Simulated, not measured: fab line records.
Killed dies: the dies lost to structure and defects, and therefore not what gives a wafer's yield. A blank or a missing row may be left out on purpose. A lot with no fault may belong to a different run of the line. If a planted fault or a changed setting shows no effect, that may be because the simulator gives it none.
The tool behind it: which one? || flow sky130 || route of 708 steps, sampled at 1 step: 11 lots, 33 wafers

WHAT THE GAUGES SHOWED, per wafer
SKY_CAP2M_RS_MEAS_03: the measuring method here is four-point-probe. Usual: CAP2M_TIN_RS gives 6.88 ohm/sq (standard deviation 0.075).
{"lot": "L834", "measured": "day 39 21:54", "on": "film metro-01", "CAP2M_TIN_RS (ohm/sq)": "6.86 6.89 6.91", "flag": ""}
{"lot": "L836", "measured": "day 40 09:09", "on": "film metro-01", "CAP2M_TIN_RS (ohm/sq)": "6.95 6.90 6.87", "flag": ""}
{"lot": "L839", "measured": "day 41 07:27", "on": "film metro-03", "CAP2M_TIN_RS (ohm/sq)": "6.95 6.91 6.89", "flag": ""}
{"lot": "L840", "measured": "day 41 22:54", "on": "film metro-04", "CAP2M_TIN_RS (ohm/sq)": "6.83 6.78 6.82", "flag": ""}
{"lot": "L841", "measured": "day 42 08:17", "on": "film metro-03", "CAP2M_TIN_RS (ohm/sq)": "6.89 6.95 6.94", "flag": ""}
{"lot": "L842", "measured": "day 42 08:19", "on": "film metro-01", "CAP2M_TIN_RS (ohm/sq)": "6.88 6.84 6.86", "flag": ""}
{"lot": "L843", "measured": "day 42 10:23", "on": "film metro-03", "CAP2M_TIN_RS (ohm/sq)": "6.98 7.00 6.97", "flag": ""}
{"lot": "L853", "measured": "day 45 06:45", "on": "film metro-04", "CAP2M_TIN_RS (ohm/sq)": "6.90 7.02 6.89", "flag": ""}
{"lot": "L854", "measured": "day 45 11:20", "on": "film metro-01", "CAP2M_TIN_RS (ohm/sq)": "6.98 6.98 7.04", "flag": ""}
{"lot": "L855", "measured": "day 45 14:10", "on": "film metro-03", "CAP2M_TIN_RS (ohm/sq)": "6.91 6.74 6.81", "flag": ""}
{"lot": "L857", "measured": "day 46 07:03", "on": "film metro-03", "CAP2M_TIN_RS (ohm/sq)": "6.96 6.93 6.91", "flag": ""}

EACH LOT AND THE TOOL THAT RAN IT (in order: tool; ch and the chambers of the sampled wafers; start)
No process step before these readings appears in the record.

AS READ BY THE TOOLS THEMSELVES (means over the sampled wafers that have a number; for cases with no such wafer, the mark the record gives instead)
The record holds no such reading with a usual standard deviation.

THE ANSWER, worked out from the rows above alone
Rule: take the mean of a lot's wafers that have a number; if it is more than 3 standard deviations from the usual mean, the lot is off. Also off: a lot with no number at a reading for which 4 or more lots have one. Where the step has rows for the other lots, those lots are counted as sound. First the gauges in route order, then the tools' own readings, where a lot's mean is used as printed above. The first step at which some lot is off is used, and at that step the reading that is off furthest; a lot without a number counts as furthest.
No lot is off on any of the readings shown, so nothing can be concluded from this.

WHAT THE SIMULATOR PUT IN
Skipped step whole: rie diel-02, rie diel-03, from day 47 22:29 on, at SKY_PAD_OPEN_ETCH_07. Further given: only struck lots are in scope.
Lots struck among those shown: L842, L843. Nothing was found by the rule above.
